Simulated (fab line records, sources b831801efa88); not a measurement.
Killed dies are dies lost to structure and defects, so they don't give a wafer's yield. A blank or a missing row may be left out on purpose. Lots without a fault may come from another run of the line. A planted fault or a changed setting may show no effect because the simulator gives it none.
Chamber matching | flow gf180mcu | GF_V5_CMP_04 on cmp-01: 4 sister chambers
The step polishes SiO2. 4 wafers are shown with their chamber, then 7 later ones without.

WAFERS WITH THEIR CHAMBER
wafer  | chamber | motor_current_A (A)
L566.6 | 2       | 14.0
L573.4 | 3       | 9.8
L574.1 | 0       | 13.6
L574.2 | 1       | 12.8

WAFERS WITHOUT THEIR CHAMBER
wafer  | motor_current_A (A)
L574.5 | 13.4
L578.1 | 9.4
L578.2 | 12.5
L578.6 | 13.5
L581.1 | 14.1
L581.3 | 9.4
L581.4 | 13.7

WHICH CHAMBER EACH WENT THROUGH
wafer  | from the rows above          | in truth
L574.5 | can't be placed: 0 or 1 or 2 | 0
L578.1 | 3                            | 3
L578.2 | 1                            | 1
L578.6 | can't be placed: 0 or 2      | 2
L581.1 | can't be placed: 2 or 0      | 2
L581.3 | 3                            | 3
L581.4 | can't be placed: 0 or 2      | 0
Placed correctly: 3 of 7. Can't be placed from these rows: 4 (the true chamber is among the candidates in 4). Placed wrongly: 0.
How it was worked out, from the rows above alone: a wafer's distance from a chamber is the root of the sum, over the readings, of the square of ((its reading less the chamber's mean) divided by the reading's scatter). The wafer belongs to the nearest chamber; if the next one is less than 2 further off, it can't be placed. A chamber's mean is the mean of its shown wafers. The scatter: with one shown wafer a chamber, the root of the mean of the squares of how far each hidden wafer lies from its nearest shown one.
